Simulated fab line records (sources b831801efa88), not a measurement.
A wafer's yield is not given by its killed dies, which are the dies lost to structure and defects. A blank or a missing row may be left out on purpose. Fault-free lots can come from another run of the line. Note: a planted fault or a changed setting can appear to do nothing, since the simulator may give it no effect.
fab line records | flow sky130
record: lots: 7 | wafers: 21 | last_day: 50
route steps=708 shown VT_ADJUST_NCORE@128 VT_ADJUST_HVTR@131 VT_ADJUST_PCH@143 PAD_OPEN@708
lots with no fault: from the same line, run without faults
start_h: hours from the record's opening day to when the first of the lot's shown wafers began | wait_h: hours from the lot's prior step to this one | " the same as in the row above | L1.1+2: one row covering several wafers at once | - no value present, or no start provided | * or withheld: withheld | < > ~ a bound
route shown NAME@n: names a module that has steps shown in the file, with the first one's number in the route | usual: the fault-free wafers' mean and standard deviation | same: alike in all rows | chamber/n: place in a boat | sites: each site's reading | _std_site: their standard deviation | _edge_site: inner sites' mean taken away from outer sites' mean | radius_mm: for every site, how far away it sits from the centre of the wafer | mask NAME#n: copy n | behind: the most recent tool/chamber to have shaped the wafer | hold: why the lot was held/for how many hours/how that ended | device: which transistor (n, p or np) failed to switch | end of line: tests of these same wafers at the route's end | a step with no rows: only its recipe | killed: count of dies lost to structure and defects at first sort (not the wafer's yield) | map: per-die view of a wafer (x killed, . not killed, _ where there is no die)
set.NAME: the setting that was run; set.NAME@STEP: the one run at that earlier step | model.NAME: the simulator's own value behind a step, which no gauge read
lots at some steps of the route; a table a step, a row a wafer
services: from which hour (start_h, from the record's first day; less than 0 if before it) a tool's chamber was out of use, for how many hours, and why
== steps ==
step: SKY_VT_ADJUST_NCORE_IMPLANT_09
recipe: species: B | energy_kev: 10 | dose_cm2: 2.4e+12 | tilt_deg: withheld
step: SKY_VT_ADJUST_NCORE_STRIP_10
recipe: chemistry: O2/N2 | power_w: 1400 | pressure_mtorr: 1500 | platen_temp_c: withheld | o2_flow_sccm: 3000 | n2_flow_sccm: 300 | overash_fraction: 0.5
usual: drypump_motor_current_A: 5.9/0.4 | n2_flow_sccm: 300.0/0.91 | oes_product_au: 0.715/0.0048 | strip_time_to_endpoint_s: 14.19/0.036
lot.wafer | tool            | chamber | start_h | wait_h | drypump_motor_current_A | n2_flow_sccm | oes_product_au | rf_hours_counter_h | strip_time_to_endpoint_s
L527.1    | plasma_asher-01 | 0       | 187.51  | 0.2    | 6.7                     | 299.3        | 0.712          | 51                 | 14.19
L527.2    | "               | 1       | "       | "      | 5.6                     | 301.0        | 0.714          | 51                 | 14.20
L527.5    | "               | 0       | "       | "      | 6.7                     | 300.5        | 0.708          | -                  | 14.28
L529.3    | plasma_asher-03 | 0       | 208.93  | 0.1    | 6.1                     | 299.3        | 0.710          | -                  | 14.20
L529.4    | "               | 1       | "       | "      | 5.3                     | 300.6        | 0.712          | -                  | 14.18
L529.6    | "               | 0       | "       | "      | 6.1                     | 301.0        | 0.714          | -                  | 14.23
L531.3    | plasma_asher-02 | 0       | 219.86  | 0.1    | 5.8                     | 301.0        | 0.720          | -                  | 14.16
L531.4    | "               | 1       | "       | "      | 5.9                     | 300.3        | 0.712          | -                  | 14.16
L531.5    | "               | 0       | "       | "      | 5.8                     | 301.1        | 0.714          | -                  | 14.17
L533.1    | plasma_asher-02 | 0       | 230.20  | 0.1    | 5.8                     | 299.2        | 0.714          | 11                 | 14.18
L533.3    | "               | 1       | "       | "      | 6.0                     | 301.9        | 0.715          | -                  | 14.21
L533.4    | "               | 0       | "       | "      | 5.8                     | 300.4        | 0.717          | -                  | 14.15
L541.2    | plasma_asher-03 | 1       | 310.82  | 0.1    | 5.3                     | 300.7        | 0.714          | 60                 | 14.23
L541.4    | "               | 0       | "       | "      | 6.1                     | 298.3        | 0.719          | -                  | 14.22
L541.6    | "               | 0       | "       | "      | 6.1                     | 301.1        | 0.733          | -                  | 14.23
L544.1    | plasma_asher-03 | 0       | 325.91  | 0.1    | 6.0                     | 299.6        | 0.707          | 61                 | 14.15
L544.2    | "               | 1       | "       | "      | 5.3                     | 299.2        | 0.711          | 61                 | 14.20
L544.6    | "               | 0       | "       | "      | 6.1                     | 300.7        | 0.720          | -                  | 14.16
L546.1    | plasma_asher-02 | 1       | 338.62  | 0.1    | 6.0                     | 300.2        | 0.721          | 22                 | 14.24
L546.3    | "               | 1       | "       | "      | 6.0                     | 299.8        | 0.716          | -                  | 14.27
L546.4    | "               | 0       | "       | "      | 5.8                     | 298.9        | 0.707          | -                  | 14.26
step: SKY_VT_ADJUST_NCORE_TW_MEAS_11
usual: VT_ADJUST_NCORE_TW: 217.7/2.3
lot.wafer | tool          | chamber | start_h | wait_h | VT_ADJUST_NCORE_TW
L527.1    | film_metro-03 | -       | 187.61  | 0.1    | 214.2
L527.2    | "             | -       | "       | "      | 214.7
L527.5    | "             | -       | "       | "      | 216.0
L529.3    | film_metro-03 | -       | 209.03  | 0.1    | 213.5
L529.4    | "             | -       | "       | "      | 214.3
L529.6    | "             | -       | "       | "      | 213.9
L531.3    | film_metro-01 | -       | 219.94  | 0.1    | 217.8
L531.4    | "             | -       | "       | "      | 218.2
L531.5    | "             | -       | "       | "      | 217.5
L533.1    | film_metro-01 | -       | 230.30  | 0.1    | 218.7
L533.3    | "             | -       | "       | "      | 218.1
L533.4    | "             | -       | "       | "      | 218.9
L541.2    | film_metro-01 | -       | 310.93  | 0.1    | 218.8
L541.4    | "             | -       | "       | "      | 219.8
L541.6    | "             | -       | "       | "      | 219.1
L544.1    | film_metro-03 | -       | 326.01  | 0.1    | 215.1
L544.2    | "             | -       | "       | "      | 213.9
L544.6    | "             | -       | "       | "      | 213.1
L546.1    | film_metro-02 | -       | 338.72  | 0.1    | 220.8
L546.3    | "             | -       | "       | "      | 218.8
L546.4    | "             | -       | "       | "      | 220.2
step: SKY_VT_ADJUST_HVTR_DEHYDRATE_00
recipe: temp_c: 200 | time_s: 60
step: SKY_VT_ADJUST_HVTR_HMDS_01
recipe: prime_time_s: 60 | prime_temp_c: 120
step: SKY_VT_ADJUST_HVTR_COAT_02
recipe: resist: NOVOLAK | spin_rpm: 3000 | resist_thk_nm: 1140
step: SKY_VT_ADJUST_HVTR_SOFTBAKE_03
recipe: temp_c: 90 | time_s: 60 | resist: NOVOLAK
step: SKY_VT_ADJUST_HVTR_EXPOSE_04
recipe: mask_id: HVTRM | target_cd_nm: 380 | na: 0.6 | source_shape: conventional | sigma_outer: 0.6 | dose_mj: 150
step: SKY_VT_ADJUST_HVTR_PEB_05
recipe: temp_c: withheld | time_s: * | resist: NOVOLAK
step: SKY_VT_ADJUST_HVTR_DEVELOP_06
recipe: develop_time_s: 60 | dev_temp_c: 23
step: SKY_VT_ADJUST_HVTR_CD_MEAS_07
recipe: target_cd_nm: 380
usual: cd_nm: 379.3/2.3
lot.wafer | tool      | chamber | start_h | wait_h | cd_nm
L527.1    | cd_sem-01 | -       | 207.82  | 0.1    | 378.8
L527.2    | "         | -       | "       | "      | 379.6
L527.5    | "         | -       | "       | "      | 379.3
L529.3    | cd_sem-01 | -       | 230.06  | 0.1    | 382.3
L529.4    | "         | -       | "       | "      | 381.7
L529.6    | "         | -       | "       | "      | 382.8
L531.3    | cd_sem-02 | -       | 242.49  | 0.1    | 379.7
L531.4    | "         | -       | "       | "      | 380.8
L531.5    | "         | -       | "       | "      | 378.2
L533.1    | cd_sem-02 | -       | 252.67  | 0.1    | 380.4
L533.3    | "         | -       | "       | "      | 379.9
L533.4    | "         | -       | "       | "      | 380.7
L541.2    | cd_sem-02 | -       | 337.44  | 0.1    | 385.0
L541.4    | "         | -       | "       | "      | 384.4
L541.6    | "         | -       | "       | "      | 386.7
L544.1    | cd_sem-02 | -       | 352.80  | 0.1    | 380.0
L544.2    | "         | -       | "       | "      | 378.0
L544.6    | "         | -       | "       | "      | 381.0
L546.1    | cd_sem-01 | -       | 365.70  | 0.1    | 380.8
L546.3    | "         | -       | "       | "      | 379.9
L546.4    | "         | -       | "       | "      | 382.3
step: SKY_VT_ADJUST_HVTR_OVL_MEAS_08
usual: VT_ADJUST_HVTR_OVL: -0.6/1.3
lot.wafer | tool       | chamber | start_h | wait_h | VT_ADJUST_HVTR_OVL[nm]
L527.1    | overlay-02 | -       | 207.94  | 0.1    | 0.5
L527.2    | "          | -       | "       | "      | -0.7
L527.5    | "          | -       | "       | "      | -0.4
L529.3    | overlay-01 | -       | 230.15  | 0.1    | -2.4
L529.4    | "          | -       | "       | "      | -1.8
L529.6    | "          | -       | "       | "      | 1.8
L531.3    | overlay-02 | -       | 242.58  | 0.1    | -0.3
L531.4    | "          | -       | "       | "      | 1.0
L531.5    | "          | -       | "       | "      | -1.6
L533.1    | overlay-02 | -       | 252.79  | 0.1    | -2.2
L533.3    | "          | -       | "       | "      | -2.5
L533.4    | "          | -       | "       | "      | -2.6
L541.2    | overlay-01 | -       | 337.54  | 0.1    | 0.4
L541.4    | "          | -       | "       | "      | -0.3
L541.6    | "          | -       | "       | "      | 0.7
L544.1    | overlay-02 | -       | 352.92  | 0.1    | -1.8
L544.2    | "          | -       | "       | "      | -0.1
L544.6    | "          | -       | "       | "      | -0.7
L546.1    | overlay-01 | -       | 365.82  | 0.1    | -1.6
L546.3    | "          | -       | "       | "      | 0.5
L546.4    | "          | -       | "       | "      | -0.2
step: SKY_VT_ADJUST_HVTR_IMPLANT_09
recipe: species: B | energy_kev: 10 | dose_cm2: 2.1e+12 | tilt_deg: withheld
usual: beam_energy_keV: 10.000/0.003 | dose_ions_cm2: 2.0999e+12/2.2e+09
same: implant_ion_amu: 11
lot.wafer | tool         | chamber | start_h | wait_h | beam_energy_keV | dose_ions_cm2
L527.1    | implanter-02 | 0       | 207.97  | 0.0    | 10.002          | 2.0996e+12
L527.2    | "            | 0       | "       | "      | 9.999           | 2.1002e+12
L527.5    | "            | 0       | "       | "      | 9.999           | 2.0998e+12
L529.3    | implanter-01 | 0       | 230.22  | 0.1    | 10.001          | 2.1016e+12
L529.4    | "            | 0       | "       | "      | 10.001          | 2.1006e+12
L529.6    | "            | 0       | "       | "      | 10.003          | 2.1046e+12
L531.3    | implanter-02 | 0       | 242.66  | 0.1    | 9.998           | 2.102e+12
L531.4    | "            | 0       | "       | "      | 10.000          | 2.1003e+12
L531.5    | "            | 0       | "       | "      | 10.004          | 2.1001e+12
L533.1    | implanter-02 | 0       | 252.82  | 0.0    | 10.005          | 2.0982e+12
L533.3    | "            | 0       | "       | "      | 9.999           | 2.0988e+12
L533.4    | "            | 0       | "       | "      | 10.004          | 2.1003e+12
L541.2    | implanter-01 | 0       | 337.60  | 0.0    | 9.998           | 2.0994e+12
L541.4    | "            | 0       | "       | "      | 10.002          | 2.0983e+12
L541.6    | "            | 0       | "       | "      | 10.002          | 2.1015e+12
L541.2    | implanter-01 | 0       | 337.91  | 0.3    | 9.998           | 2.0997e+12
L541.4    | "            | 0       | "       | "      | 9.998           | 2.1001e+12
L541.6    | "            | 0       | "       | "      | 9.996           | 2.0979e+12
L544.1    | implanter-03 | 0       | 352.95  | 0.0    | 9.996           | 2.1043e+12
L544.2    | "            | 0       | "       | "      | 9.997           | 2.1019e+12
L544.6    | "            | 0       | "       | "      | 10.001          | 2.1016e+12
L544.1    | implanter-03 | 0       | 353.27  | 0.3    | 10.001          | 2.0999e+12
L544.2    | "            | 0       | "       | "      | 9.993           | 2.0989e+12
L544.6    | "            | 0       | "       | "      | 10.000          | 2.0993e+12
L546.1    | implanter-03 | 0       | 365.85  | 0.0    | 9.997           | 2.1004e+12
L546.3    | "            | 0       | "       | "      | 10.001          | 2.1033e+12
L546.4    | "            | 0       | "       | "      | 9.996           | 2.1008e+12
L546.1    | implanter-03 | 0       | 366.17  | 0.3    | 9.999           | 2.1008e+12
L546.3    | "            | 0       | "       | "      | 10.003          | 2.0983e+12
L546.4    | "            | 0       | "       | "      | 9.998           | 2.0976e+12
step: SKY_VT_ADJUST_HVTR_STRIP_10
recipe: chemistry: O2/N2 | power_w: 1400 | pressure_mtorr: 1500 | platen_temp_c: withheld | o2_flow_sccm: 3000 | n2_flow_sccm: 300 | overash_fraction: 0.5
usual: drypump_motor_current_A: 5.8/0.44 | n2_flow_sccm: 300.2/0.89 | oes_product_au: 0.715/0.0047 | strip_time_to_endpoint_s: 14.18/0.043
lot.wafer | tool            | chamber | start_h | wait_h | drypump_motor_current_A | n2_flow_sccm | oes_product_au | rf_hours_counter_h | strip_time_to_endpoint_s
L527.1    | plasma_asher-02 | 1       | 208.12  | 0.1    | 6.0                     | 300.2        | 0.717          | 9                  | 14.24
L527.2    | "               | 0       | "       | "      | 5.8                     | 300.7        | 0.717          | 9                  | 14.18
L527.5    | "               | 1       | "       | "      | 6.0                     | 299.9        | 0.720          | -                  | 14.18
L529.3    | plasma_asher-01 | 0       | 230.36  | 0.1    | 6.7                     | 298.5        | 0.714          | -                  | 14.23
L529.4    | "               | 1       | "       | "      | 5.7                     | 299.8        | 0.722          | -                  | 14.22
L529.6    | "               | 1       | "       | "      | 5.7                     | 298.8        | 0.712          | -                  | 14.25
L531.3    | plasma_asher-02 | 1       | 242.79  | 0.1    | 5.9                     | 300.4        | 0.709          | -                  | 14.11
L531.4    | "               | 0       | "       | "      | 5.8                     | 300.7        | 0.715          | -                  | 14.11
L531.5    | "               | 1       | "       | "      | 5.9                     | 298.5        | 0.708          | -                  | 14.11
L533.1    | plasma_asher-01 | 0       | 252.97  | 0.1    | 6.7                     | 300.4        | 0.709          | 57                 | 14.13
L533.3    | "               | 0       | "       | "      | 6.7                     | 299.7        | 0.712          | -                  | 14.13
L533.4    | "               | 1       | "       | "      | 5.7                     | 299.5        | 0.713          | -                  | 14.14
L541.2    | plasma_asher-02 | 1       | 338.04  | 0.1    | 5.9                     | 302.3        | 0.711          | 22                 | 14.24
L541.4    | "               | 1       | "       | "      | 5.9                     | 301.0        | 0.714          | -                  | 14.22
L541.6    | "               | 0       | "       | "      | 5.8                     | 299.9        | 0.713          | -                  | 14.19
L544.1    | plasma_asher-02 | 0       | 353.42  | 0.1    | 5.8                     | 300.1        | 0.710          | 23                 | 14.13
L544.2    | "               | 1       | "       | "      | 6.0                     | 299.0        | 0.719          | 23                 | 14.14
L544.6    | "               | 0       | "       | "      | 5.8                     | 299.0        | 0.711          | -                  | 14.18
L546.1    | plasma_asher-04 | 1       | 366.32  | 0.1    | 5.3                     | 300.6        | 0.721          | 56                 | 14.19
L546.3    | "               | 0       | "       | "      | 5.3                     | 299.5        | 0.719          | -                  | 14.18
L546.4    | "               | 1       | "       | "      | 5.3                     | 300.9        | 0.719          | -                  | 14.18
step: SKY_VT_ADJUST_HVTR_TW_MEAS_11
usual: VT_ADJUST_HVTR_TW: 210.3/2.5
lot.wafer | tool          | chamber | start_h | wait_h | VT_ADJUST_HVTR_TW
L527.1    | film_metro-04 | -       | 208.22  | 0.1    | 211.6
L527.2    | "             | -       | "       | "      | 211.4
L527.5    | "             | -       | "       | "      | 212.1
L529.3    | film_metro-04 | -       | 230.44  | 0.1    | 211.0
L529.4    | "             | -       | "       | "      | 212.1
L529.6    | "             | -       | "       | "      | 212.1
L531.3    | film_metro-04 | -       | 242.88  | 0.1    | 212.1
L531.4    | "             | -       | "       | "      | 212.6
L531.5    | "             | -       | "       | "      | 212.3
L533.1    | film_metro-04 | -       | 253.07  | 0.1    | 212.1
L533.3    | "             | -       | "       | "      | 212.6
L533.4    | "             | -       | "       | "      | 212.5
L541.2    | film_metro-02 | -       | 338.15  | 0.1    | 257.8
L541.4    | "             | -       | "       | "      | 260.0
L541.6    | "             | -       | "       | "      | 259.3
L544.1    | film_metro-02 | -       | 353.52  | 0.1    | 258.1
L544.2    | "             | -       | "       | "      | 257.4
L544.6    | "             | -       | "       | "      | 257.6
L546.1    | film_metro-02 | -       | 366.42  | 0.1    | 259.9
L546.3    | "             | -       | "       | "      | 260.9
L546.4    | "             | -       | "       | "      | 259.4
step: SKY_VT_ADJUST_PCH_DEHYDRATE_00
recipe: temp_c: 200 | time_s: 60
step: SKY_PAD_OPEN_PROBE_99
usual: killed_at_M0_to_M3: 44/7.2 | killed_at_M4_up: 3.1/1.7 | killed_at_contacts: 24/5.2 | killed_at_front_end: 15/4.1 | killed_at_other: 0.3/0.61 | killed_dies: 87/10 | killed_open: 48/7.5 | killed_short: 39/6.6
same: gross_dies: 492 | killed_at_back_side: 0
lot.wafer | tool      | chamber | start_h | wait_h | killed_at_M0_to_M3 | killed_at_M4_up | killed_at_contacts | killed_at_front_end | killed_at_other | killed_dies | killed_open | killed_short | model.etest.pfet_01v8_mvt.drive_ua_um | model.etest.pfet_01v8_mvt.off_log10_a_um | model.etest.pfet_01v8_mvt.vt_sat_v | model.etest.pfet_01v8_mvt.vt_v | model.etest.pfet_01v8_mvt.vt_long_v | model.etest.pfet_01v8_mvt.body_rise_v
L527.1    | prober-02 | -       | 1072.04 | 0.1    | 49                 | 1               | 29                 | 21                  | 0               | 100         | 66          | 34           | 152.9                                 | -10.64                                   | -0.5687                            | -0.6565                        | -0.8615                             | -0.188
L527.2    | prober-02 | -       | 1072.09 | 0.1    | 39                 | 1               | 31                 | 14                  | 0               | 85          | 48          | 36           | 150.5                                 | -10.64                                   | -0.5705                            | -0.6602                        | -0.8656                             | -0.1907
L527.5    | prober-02 | -       | 1072.24 | 0.2    | 48                 | 1               | 20                 | 18                  | 0               | 87          | 54          | 32           | 151.5                                 | -10.48                                   | -0.56                              | -0.6481                        | -0.8581                             | -0.1902
L529.3    | prober-01 | -       | 1096.47 | 0.2    | 43                 | 1               | 23                 | 14                  | 0               | 81          | 42          | 38           | 147.7                                 | -11.06                                   | -0.5874                            | -0.6713                        | -0.8751                             | -0.1886
L529.4    | prober-01 | -       | 1096.52 | 0.2    | 46                 | 2               | 14                 | 9                   | 0               | 71          | 32          | 39           | 147.7                                 | -11.18                                   | -0.5918                            | -0.6729                        | -0.8783                             | -0.185
L529.6    | prober-01 | -       | 1096.62 | 0.2    | 39                 | 4               | 27                 | 9                   | 0               | 79          | 45          | 34           | 149.7                                 | -11.05                                   | -0.5884                            | -0.6705                        | -0.873                              | -0.1859
L531.3    | prober-01 | -       | 1105.13 | 0.2    | 42                 | 3               | 22                 | 26                  | 0               | 93          | 62          | 31           | 149.3                                 | -10.98                                   | -0.5847                            | -0.6672                        | -0.8689                             | -0.1848
L531.4    | prober-01 | -       | 1105.18 | 0.2    | 41                 | 5               | 25                 | 16                  | 0               | 87          | 44          | 43           | 148.1                                 | -11.17                                   | -0.5924                            | -0.6729                        | -0.875                              | -0.1857
L531.5    | prober-01 | -       | 1105.23 | 0.2    | 43                 | 2               | 27                 | 19                  | 0               | 91          | 51          | 40           | 146.3                                 | -10.99                                   | -0.5903                            | -0.6706                        | -0.8689                             | -0.1861
L533.1    | prober-01 | -       | 1115.89 | 0.1    | 37                 | 5               | 24                 | 20                  | 0               | 86          | 47          | 39           | 154.7                                 | -10.51                                   | -0.551                             | -0.6407                        | -0.8526                             | -0.1928
L533.3    | prober-01 | -       | 1115.99 | 0.2    | 34                 | 2               | 19                 | 17                  | 0               | 72          | 48          | 24           | 154.4                                 | -10.41                                   | -0.5522                            | -0.6386                        | -0.8499                             | -0.192
L533.4    | prober-01 | -       | 1116.04 | 0.2    | 49                 | 5               | 17                 | 14                  | 0               | 85          | 52          | 33           | 151.1                                 | -10.62                                   | -0.5621                            | -0.6498                        | -0.8571                             | -0.1908
L541.2    | prober-01 | -       | 1173.02 | 0.1    | 50                 | 6               | 14                 | 16                  | 0               | 86          | 50          | 35           | 196.2                                 | -6.233                                   | -0.1052                            | -0.2544                        | -0.5233                             | -0.2261
L541.4    | prober-01 | -       | 1173.12 | 0.2    | 50                 | 4               | 20                 | 12                  | 1               | 87          | 45          | 40           | 195.8                                 | -6.403                                   | -0.11                              | -0.2575                        | -0.5257                             | -0.225
L541.6    | prober-01 | -       | 1173.22 | 0.2    | 55                 | 1               | 26                 | 13                  | 0               | 95          | 57          | 37           | 197.4                                 | -6.346                                   | -0.1063                            | -0.2595                        | -0.5322                             | -0.223
L544.1    | prober-02 | -       | 1186.64 | 0.1    | 56                 | 3               | 34                 | 8                   | 0               | 101         | 64          | 37           | 195.6                                 | -6.684                                   | -0.1253                            | -0.2835                        | -0.5502                             | -0.2101
L544.2    | prober-02 | -       | 1186.69 | 0.1    | 40                 | 6               | 24                 | 17                  | 0               | 87          | 54          | 33           | 193.7                                 | -6.675                                   | -0.1305                            | -0.2915                        | -0.5583                             | -0.2104
L544.6    | prober-02 | -       | 1186.89 | 0.2    | 59                 | 1               | 21                 | 13                  | 0               | 94          | 49          | 45           | 195                                   | -6.761                                   | -0.1457                            | -0.3008                        | -0.5645                             | -0.2091
L546.1    | prober-01 | -       | 1196.09 | 0.1    | 66                 | 6               | 33                 | 12                  | 0               | 117         | 70          | 47           | 199.5                                 | -6.226                                   | -0.08836                           | -0.2437                        | -0.5115                             | -0.2218
L546.3    | prober-01 | -       | 1196.19 | 0.2    | 45                 | 4               | 21                 | 19                  | 2               | 91          | 50          | 40           | 198.3                                 | -6.467                                   | -0.108                             | -0.2595                        | -0.5185                             | -0.219
L546.4    | prober-01 | -       | 1196.24 | 0.2    | 57                 | 4               | 28                 | 6                   | 0               | 95          | 44          | 51           | 200.4                                 | -6.381                                   | -0.1006                            | -0.2555                        | -0.5226                             | -0.2178
killed by level:class
L527.1 CONTACT:geometric_particle:open=12 VIA1:geometric_particle:open=11 VIA2:geometric_particle:open=11 FIELD_ISO:geometric_particle:open=9 LI_CONTACT:geometric_particle:open=8 VIA1:geometric_particle:short=7 METAL2:geometric_particle:short=5 VIA3:geometric_particle:open=5
L527.2 CONTACT:geometric_particle:open=10 VIA1:geometric_particle:open=10 VIA2:geometric_particle:open=8 METAL2:geometric_particle:short=7 LI_CONTACT:geometric_particle:open=7 VIA3:geometric_particle:open=6 CONTACT:geometric_particle:short=6 LOCAL_INTERCONNECT:geometric_particle:short=5
L527.5 VIA1:geometric_particle:open=14 VIA2:geometric_particle:open=10 METAL2:geometric_particle:short=10 CONTACT:geometric_particle:open=9 FIELD_ISO:geometric_particle:open=7 VIA3:geometric_particle:open=7 POLY_GATE:geometric_particle:short=4 LOCAL_INTERCONNECT:geometric_particle:short=4
L529.3 CONTACT:geometric_particle:open=10 METAL2:geometric_particle:short=9 VIA3:geometric_particle:open=9 LI_CONTACT:geometric_particle:open=6 METAL1:geometric_particle:short=6 VIA1:geometric_particle:short=5 VIA1:geometric_particle:open=5 LOCAL_INTERCONNECT:geometric_particle:short=4
L529.4 VIA1:geometric_particle:open=9 METAL1:geometric_particle:short=7 LOCAL_INTERCONNECT:geometric_particle:short=5 VIA2:geometric_particle:open=5 CONTACT:geometric_particle:open=5 VIA1:geometric_particle:short=4 METAL2:geometric_particle:short=4 VIA2:geometric_particle:short=4
L529.6 VIA3:geometric_particle:open=10 VIA1:geometric_particle:open=9 LI_CONTACT:geometric_particle:open=7 CONTACT:geometric_particle:open=7 CONTACT:geometric_particle:short=7 METAL1:geometric_particle:short=5 VIA3:geometric_particle:short=4 POLY_GATE:geometric_particle:open=3
L531.3 CONTACT:geometric_particle:open=10 VIA1:geometric_particle:open=10 VIA2:geometric_particle:open=9 POLY_GATE:geometric_particle:open=8 LI_CONTACT:geometric_particle:open=7 SPACER:geometric_particle:open=5 METAL1:geometric_particle:short=5 METAL2:geometric_particle:short=5
L531.4 VIA1:geometric_particle:open=13 CONTACT:geometric_particle:short=9 FIELD_ISO:geometric_particle:open=6 CONTACT:geometric_particle:open=5 VIA1:geometric_particle:short=4 METAL2:geometric_particle:short=4 VIA2:geometric_particle:open=4 VIA3:geometric_particle:open=4
L531.5 VIA1:geometric_particle:open=12 CONTACT:geometric_particle:short=9 CONTACT:geometric_particle:open=9 VIA3:geometric_particle:open=8 FIELD_ISO:geometric_particle:open=6 METAL1:geometric_particle:short=6 METAL2:geometric_particle:short=5 POLY_GATE:geometric_particle:open=4
L533.1 CONTACT:geometric_particle:open=9 LI_CONTACT:geometric_particle:open=8 VIA1:geometric_particle:short=7 VIA1:geometric_particle:open=7 VIA2:geometric_particle:open=6 FIELD_ISO:geometric_particle:open=5 FIELD_ISO:geometric_particle:short=5 METAL2:geometric_particle:short=4
L533.3 VIA1:geometric_particle:open=12 LI_CONTACT:geometric_particle:open=7 FIELD_ISO:geometric_particle:short=6 CONTACT:geometric_particle:open=6 VIA3:geometric_particle:open=6 VIA2:geometric_particle:open=5 FIELD_ISO:geometric_particle:open=4 METAL2:geometric_particle:short=4
L533.4 VIA1:geometric_particle:open=11 CONTACT:geometric_particle:open=10 VIA3:geometric_particle:open=8 VIA2:geometric_particle:open=6 METAL1:geometric_particle:short=5 FIELD_ISO:geometric_particle:open=4 VIA1:geometric_particle:short=4 METAL2:geometric_particle:short=4
L541.2 VIA1:geometric_particle:open=10 VIA2:geometric_particle:open=7 VIA3:geometric_particle:open=7 CONTACT:geometric_particle:open=7 METAL2:geometric_particle:short=7 VIA1:geometric_particle:short=6 METAL4:geometric_particle:short=5 METAL1:geometric_particle:open=4
L541.4 VIA1:geometric_particle:open=12 METAL1:geometric_particle:short=9 VIA1:geometric_particle:short=7 LI_CONTACT:geometric_particle:open=6 CONTACT:geometric_particle:open=6 VIA3:geometric_particle:open=6 VIA2:geometric_particle:short=5 LOCAL_INTERCONNECT:geometric_particle:short=4
L541.6 VIA1:geometric_particle:open=17 CONTACT:geometric_particle:open=10 METAL2:geometric_particle:short=9 VIA2:geometric_particle:open=9 LI_CONTACT:geometric_particle:open=7 POLY_GATE:geometric_particle:open=4 POLY_GATE:geometric_particle:short=4 LOCAL_INTERCONNECT:geometric_particle:short=4
L544.1 VIA1:geometric_particle:open=18 CONTACT:geometric_particle:open=15 VIA3:geometric_particle:open=8 LI_CONTACT:geometric_particle:open=6 METAL1:geometric_particle:short=6 VIA2:geometric_particle:open=6 LI_CONTACT:geometric_particle:short=5 CONTACT:geometric_particle:short=5
L544.2 VIA1:geometric_particle:open=11 CONTACT:geometric_particle:open=10 VIA2:geometric_particle:open=8 VIA1:geometric_particle:short=6 VIA3:geometric_particle:open=6 FIELD_ISO:geometric_particle:open=4 SPACER:geometric_particle:open=4 LI_CONTACT:geometric_particle:short=4
L544.6 VIA1:geometric_particle:open=15 LI_CONTACT:geometric_particle:open=10 VIA3:geometric_particle:open=9 VIA1:geometric_particle:short=7 METAL1:geometric_particle:short=6 METAL2:geometric_particle:short=6 LOCAL_INTERCONNECT:geometric_particle:short=5 VIA2:geometric_particle:open=5
L546.1 VIA1:geometric_particle:open=22 VIA3:geometric_particle:open=10 CONTACT:geometric_particle:open=10 LI_CONTACT:geometric_particle:open=9 LOCAL_INTERCONNECT:geometric_particle:short=6 VIA2:geometric_particle:open=6 METAL2:geometric_particle:short=6 CONTACT:geometric_particle:short=5
L546.3 METAL1:geometric_particle:short=12 VIA1:geometric_particle:open=9 LI_CONTACT:geometric_particle:open=7 FIELD_ISO:geometric_particle:open=6 VIA2:geometric_particle:open=6 CONTACT:geometric_particle:open=5 VIA3:geometric_particle:open=5 FIELD_ISO:geometric_particle:short=3
L546.4 VIA1:geometric_particle:short=8 VIA3:geometric_particle:open=8 LI_CONTACT:geometric_particle:open=7 CONTACT:geometric_particle:open=7 VIA1:geometric_particle:open=7 METAL1:geometric_particle:short=7 VIA2:geometric_particle:open=7 CONTACT:geometric_particle:short=6
== services ==
tool            | chamber | start_h | hours | kind
implanter-03    | -       | 172.84  | 6.3   | repair
plasma_asher-01 | -       | 194.69  | 4.2   | repair
plasma_asher-04 | -       | 197.53  | 2.8   | pm
plasma_asher-03 | -       | 210.66  | 1.0   | repair
implanter-03    | -       | 215.91  | 2.9   | repair
implanter-02    | -       | 217.64  | 3.0   | repair
implanter-02    | -       | 227.27  | 2.7   | pm
plasma_asher-03 | -       | 236.07  | 2.6   | repair
implanter-01    | -       | 237.92  | 2.0   | repair
implanter-02    | -       | 326.69  | 3.4   | repair
plasma_asher-01 | -       | 337.57  | 2.8   | pm
implanter-02    | -       | 346.72  | 1.6   | repair
implanter-01    | -       | 349.81  | 3.4   | pm
plasma_asher-02 | -       | 365.76  | 0.5   | repair
== key ==
first_sign: step: SKY_VT_ADJUST_HVTR_IMPLANT_09 | reading: visit | direction: added
effect: step: SKY_VT_ADJUST_HVTR_TW_MEAS_11 | reading: VT_ADJUST_HVTR_TW | direction: up | sigmas: 20 | usual: 210.3 | struck: 258.9
model_effect: step: SKY_PAD_OPEN_PROBE_99 | value: etest.pfet_01v8_mvt.drive_ua_um | without: 151.1 | struck: 196.9
met_at SKY_VT_ADJUST_HVTR_IMPLANT_09
struck_wafers L541.2,L541.4,L541.6,L544.1,L544.2,L544.6,L546.1,L546.3,L546.4
tester_left_out L541,L544,L546
fault: kind: repeated_step_whole | tool: implanter-01,implanter-02,implanter-03 | chamber: - | onset_h: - | steps: SKY_VT_ADJUST_HVTR_IMPLANT_09 | times: 1 | scope: struck_lots_only
tester_left_out: of these lots the tester's yield and bins aren't shown, on N5 and GAA mostly nor the transistor test; their killed dies are dies lost to structure and defects alone, not to doping, threshold or leakage, so they don't give the yield
